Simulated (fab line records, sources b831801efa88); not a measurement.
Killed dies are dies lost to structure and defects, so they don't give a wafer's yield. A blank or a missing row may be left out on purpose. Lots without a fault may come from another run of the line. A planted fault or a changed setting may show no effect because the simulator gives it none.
fab line records | flow sfq_line
record lots=5 wafers=15 last_day=82
route steps=325 shown R5@225 I5@228
lots that met no fault: from a run of the same line without faults
start_h: hours from the record's first day to the start of the lot's first wafer shown | wait_h: hours since the lot's step before | " the same as in the row above | L1.1+2: a row that stands for several wafers | - no value, or no start given | * or withheld: withheld | < > ~ a bound
route shown NAME@n: a module of which the file shows steps, and the number in the route of the first | usual: mean/standard deviation of fault-free wafers | same: alike in all rows | chamber/n: place in a boat | sites: the reading at each site | _std_site: their standard deviation | _edge_site: outer sites' mean less inner sites' | radius_mm: how far each site lies from the wafer's centre | mask NAME#n: copy n | behind: the tool/chamber that last shaped the wafer | hold: why the lot was held/for how many hours/how that ended | device: the transistor (n, p or np) that didn't switch | end of line: the same wafers' tests at the end of the route | a step without rows: its recipe alone | killed: dies lost to structure and defects at the first sort, not the wafer's yield | map: a wafer's dies, x killed, . not, _ none there
set.NAME: the setting as run; set.NAME@STEP: as run at that earlier step | model.NAME: the simulator's own value behind a step, which no gauge read
lots at some steps of the route; a table a step, a row a wafer
services: from which hour (start_h, from the record's first day; less than 0 if before it) a tool's chamber was out of use, for how many hours, and why
## steps
# step SFQ_TRILAYER_R5_ETCH_METAL_ETCH_139
# recipe stop_on=SiO2 mask_material=PR chemistry=Cl2 target_depth_nm=60 icp_w=600 bias_w=80 pressure_mtorr=10 time_s=40
# usual drypump_motor_current_A=5.6/0.41 oes_product_au=0.990/0.006 rf_fwd_power_W=593.6/2
# columns lot.wafer tool chamber start_h wait_h drypump_motor_current_A oes_product_au rf_fwd_power_W rf_hours_counter_h
L724.2 rie_metal-03 1 1411.70 0.0 5.0 0.988 596.4 119
L724.4 " 0 " " 6.0 0.988 592.2 -
L724.6 " 1 " " 5.0 0.976 594.0 -
L725.2 rie_metal-03 0 1570.79 0.0 6.0 0.993 595.6 64
L725.4 " 1 " " 5.0 0.990 592.1 -
L725.5 " 1 " " 5.0 0.989 593.8 -
L729.2 rie_metal-01 1 1604.52 0.0 5.7 0.988 594.8 75
L729.4 " 1 " " 5.6 0.986 594.3 -
L729.6 " 0 " " 5.3 0.993 593.4 -
L731.2 rie_metal-01 0 1610.52 0.0 5.3 0.984 591.1 102
L731.4 " 0 " " 5.3 0.997 593.7 -
L731.5 " 0 " " 5.3 0.984 595.4 -
L737.1 rie_metal-04 0 1654.92 0.0 6.2 0.993 589.9 53
L737.2 " 1 " " 5.3 1.006 592.7 69
L737.3 " 0 " " 6.2 0.992 592.7 -
# step SFQ_TRILAYER_R5_STRIP_STRIP_140
# recipe gas=O2 power_w=200 platen_temp_c=40 overash_fraction=0.65 chemistry=O2 pressure_mtorr=50
# usual drypump_motor_current_A=5.6/0.41 oes_product_au=1.001/0.0091
# columns lot.wafer tool chamber start_h wait_h drypump_motor_current_A oes_product_au rf_hours_counter_h
L724.2 rie_metal-03 1 1411.75 0.0 5.0 1.000 119
L724.4 " 0 " " 5.9 1.010 -
L724.6 " 1 " " 5.0 0.998 -
L725.2 rie_metal-03 0 1570.85 0.0 6.0 1.010 64
L725.4 " 1 " " 5.0 0.995 -
L725.5 " 1 " " 5.0 0.996 -
L729.2 rie_metal-01 1 1604.58 0.0 5.7 1.006 75
L729.4 " 1 " " 5.7 0.998 -
L729.6 " 0 " " 5.3 0.998 -
L731.2 rie_metal-01 0 1610.58 0.0 5.3 0.999 102
L731.4 " 0 " " 5.3 1.005 -
L731.5 " 0 " " 5.3 1.004 -
L737.1 rie_metal-04 0 1654.98 0.0 6.2 0.992 53
L737.2 " 1 " " 5.3 1.014 69
L737.3 " 0 " " 6.2 0.999 -
# step SFQ_TRILAYER_R5_STRIP_SOLV_CLEAN_141
# recipe chemistry=NMP temp_c=70 time_s=600
# step SFQ_TRILAYER_A5C_DEP_PECVD_142
# recipe material=SiO2 temp_c=150 time_s=15.556 pressure_torr=2.4 rf_w=183.3 precursor=SiH4/N2O target_thk_nm=70
# usual chamber_pressure_Torr=2.400/0.0047 heater_power_w=76/13 throttle_valve_pct=24.5/1.5
# columns lot.wafer tool chamber start_h wait_h chamber_pressure_Torr heater_power_w throttle_valve_pct
L724.2 pecvd-01 2 1412.53 0.0 2.408 60 26.1
L724.4 " 2 " " 2.397 59 26.2
L724.6 " 1 " " 2.400 87 24.0
L725.2 pecvd-01 0 1571.64 0.0 2.404 109 25.7
L725.4 " 0 " " 2.394 113 26.1
L725.5 " 2 " " 2.397 56 26.4
L729.2 pecvd-04 0 1605.35 0.0 2.397 65 23.8
L729.4 " 1 " " 2.401 81 22.4
L729.6 " 0 " " 2.383 64 23.7
L731.2 pecvd-04 2 1611.35 0.0 2.404 75 23.7
L731.4 " 0 " " 2.398 75 24.0
L731.5 " 1 " " 2.400 76 22.4
L737.1 pecvd-04 1 1655.75 0.0 2.402 72 22.4
L737.2 " 0 " " 2.404 65 23.9
L737.3 " 2 " " 2.402 85 23.7
# step SFQ_TRILAYER_I5_LITHO_COAT_149
# recipe resist=BARC spin_rpm=3000 resist_thk_nm=62
# step SFQ_TRILAYER_I5_LITHO_COAT_144
# recipe resist=KrF spin_rpm=3000 resist_thk_nm=650
# step SFQ_TRILAYER_I5_LITHO_SOFTBAKE_148
# recipe temp_c=withheld time_s=withheld resist=KrF
# step SFQ_TRILAYER_I5_LITHO_EXPOSE_145
# recipe mask_id=I5 na=0.6 source_shape=conventional sigma_outer=0.65 target_cd_nm=700 dose_mj=21.3
# step SFQ_TRILAYER_I5_LITHO_PEB_147
# recipe peb_temp_c=115 peb_time_s=60 resist=KrF
# step SFQ_TRILAYER_I5_LITHO_DEVELOP_146
# recipe time_s=60 resist=KrF
# step SFQ_I5_OVL_MEAS_936
# usual I5_OVL=1/5.7
# columns lot.wafer tool chamber start_h wait_h I5_OVL[nm]
L724.2 overlay-01 - 1415.64 0.1 -1
L724.4 " - " " -10
L724.6 " - " " -14
L725.2 overlay-02 - 1606.10 0.1 -5
L725.4 " - " " 1
L725.5 " - " " -3
L729.2 overlay-01 - 1623.00 0.1 -8
L729.4 " - " " -3
L729.6 " - " " -10
L731.2 overlay-02 - 1629.75 0.1 5
L731.4 " - " " 1
L731.5 " - " " 2
L737.1 overlay-02 - 1680.15 0.1 -2
L737.2 " - " " -8
L737.3 " - " " 0
# step SFQ_TRILAYER_I5_BARC_OPEN_VIA_ETCH_200
# recipe mask_material=PR chemistry=O2 target_depth_nm=125 target=BARC source_w=500 bias_w=80 pressure_mtorr=30 time_s=41.7
# usual drypump_motor_current_A=5.7/0.34 oes_product_au=0.685/0.0043 rf_fwd_power_W=493.2/2.3
# columns lot.wafer tool chamber start_h wait_h drypump_motor_current_A oes_product_au rf_fwd_power_W rf_hours_counter_h
L724.2 rie_diel-02 0 1415.67 0.0 6.4 0.686 497.7 9
L724.4 " 0 " " 6.3 0.679 496.0 -
L724.6 " 2 " " 5.6 0.686 489.9 -
L725.2 rie_diel-03 1 1606.13 0.0 5.6 0.684 496.7 13
L725.4 " 2 " " 5.5 0.687 495.5 12
L725.5 " 2 " " 5.4 0.682 494.2 -
L729.2 rie_diel-03 2 1623.03 0.0 5.4 0.690 492.2 12
L729.4 " 0 " " 6.3 0.682 489.6 12
L729.6 " 1 " " 5.5 0.684 493.8 -
L731.2 rie_diel-02 1 1629.78 0.0 5.1 0.688 490.7 19
L731.4 " 3 " " 5.3 0.686 496.9 9
L731.5 " 3 " " 5.3 0.684 493.8 -
L737.1 rie_diel-02 2 1680.18 0.0 5.6 0.692 491.6 5
L737.2 " 1 " " 5.1 0.683 493.0 20
L737.3 " 3 " " 5.3 0.687 495.3 10
# step SFQ_TRILAYER_I5_ETCH_VIA_ETCH_147
# recipe stop_on=Nb mask_material=PR chemistry=CHF3 target_depth_nm=360 source_w=500 bias_w=80 pressure_mtorr=30 time_s=withheld
# usual drypump_motor_current_A=5.7/0.34 oes_product_au=0.989/0.0058 rf_fwd_power_W=498.1/1.5
# columns lot.wafer tool chamber start_h wait_h drypump_motor_current_A oes_product_au rf_fwd_power_W
L724.2 rie_diel-02 0 1415.71 0.0 6.3 0.984 496.5
L724.4 " 0 " " 6.3 0.989 496.2
L724.6 " 2 " " 5.6 0.986 499.8
L725.2 rie_diel-03 1 1606.17 0.0 5.6 0.987 499.2
L725.4 " 2 " " 5.4 0.985 497.5
L725.5 " 2 " " 5.4 0.994 498.9
L729.2 rie_diel-03 2 1623.07 0.0 5.4 0.991 496.8
L729.4 " 0 " " 6.3 0.993 577.1
L729.6 " 1 " " 5.6 1.003 499.3
L731.2 rie_diel-02 1 1629.82 0.0 5.1 0.995 498.8
L731.4 " 3 " " 5.3 0.984 496.8
L731.5 " 3 " " 5.3 0.987 496.6
L737.1 rie_diel-02 2 1680.22 0.0 5.6 0.987 499.7
L737.2 " 1 " " 5.1 0.989 497.4
L737.3 " 3 " " 5.3 0.980 499.8
# step SFQ_TRILAYER_I5_STRIP_STRIP_148
# recipe gas=O2 power_w=200 platen_temp_c=40 overash_fraction=0.65 chemistry=O2 pressure_mtorr=50
# usual drypump_motor_current_A=5.8/0.55 oes_product_au=0.998/0.0081
# columns lot.wafer tool chamber start_h wait_h drypump_motor_current_A oes_product_au rf_hours_counter_h
L724.2 rie_metal-03 0 1415.86 - 5.9 1.002 43
L724.4 " 0 " " 5.9 1.004 -
L724.6 " 1 " " 5.0 0.991 -
L725.2 rie_metal-03 0 1606.32 - 6.0 1.003 69
L725.4 " 0 " " 6.0 1.004 -
L725.5 " 0 " " 6.0 0.986 -
L729.2 rie_metal-03 0 1623.22 - 6.0 0.994 73
L729.4 " 0 " " 6.0 0.992 -
L729.6 " 0 " " 5.9 0.996 -
L731.2 rie_metal-04 0 1629.97 - 6.2 0.993 48
L731.4 " 0 " " 6.2 1.006 -
L731.5 " 1 " " 5.3 1.003 -
L737.1 rie_metal-04 0 1680.37 - 6.2 0.992 57
L737.2 " 1 " " 5.3 1.003 74
L737.3 " 1 " " 5.3 1.003 -
## services
# columns tool chamber start_h hours kind
rie_metal-01 0 1393.27 5.6 repair
rie_metal-04 - 1393.39 1.0 repair
rie_diel-02 1 1407.62 9.5 repair
rie_diel-03 1 1413.42 7.7 repair
rie_metal-01 - 1425.43 22.6 repair
rie_diel-03 2 1443.96 4.0 repair
rie_metal-04 0 1458.27 24.1 repair
rie_metal-01 - 1459.42 0.2 repair
rie_diel-03 2 1503.68 22.3 repair
rie_diel-03 1 1508.88 2.3 repair
rie_metal-03 1 1539.97 - clean
rie_metal-03 1 1539.97 - consumable_replace:focus_ring
rie_metal-04 0 1544.99 12.3 repair
rie_diel-03 - 1578.76 0.7 repair
pecvd-04 0 1579.02 3.9 repair
pecvd-04 1 1579.25 12.4 repair
rie_metal-04 - 1610.41 2.8 pm
pecvd-01 - 1616.02 9.0 repair
pecvd-04 - 1634.49 5.5 pm
rie_diel-02 - 1637.06 2.8 pm
rie_diel-03 2 1646.57 6.0 repair
rie_diel-02 3 1659.84 3.4 repair
pecvd-04 - 1663.94 0.8 pm
pecvd-04 2 1674.56 3.5 repair
## key
first_sign step=SFQ_TRILAYER_I5_ETCH_VIA_ETCH_147 reading=rf_fwd_power_W direction=up sigmas=53 usual=498.1 struck=577.1
effect none on later readings
met_at SFQ_TRILAYER_I5_ETCH_VIA_ETCH_147
struck_wafers L729.4
fault kind=process_parameter_drift tool=rie_diel-03 chamber=0 onset_h=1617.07 steps=SFQ_TRILAYER_I5_ETCH_VIA_ETCH_147 channel=source_w offset=80 shape=step end_h=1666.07 acts_in=these_recipes_only stated=500
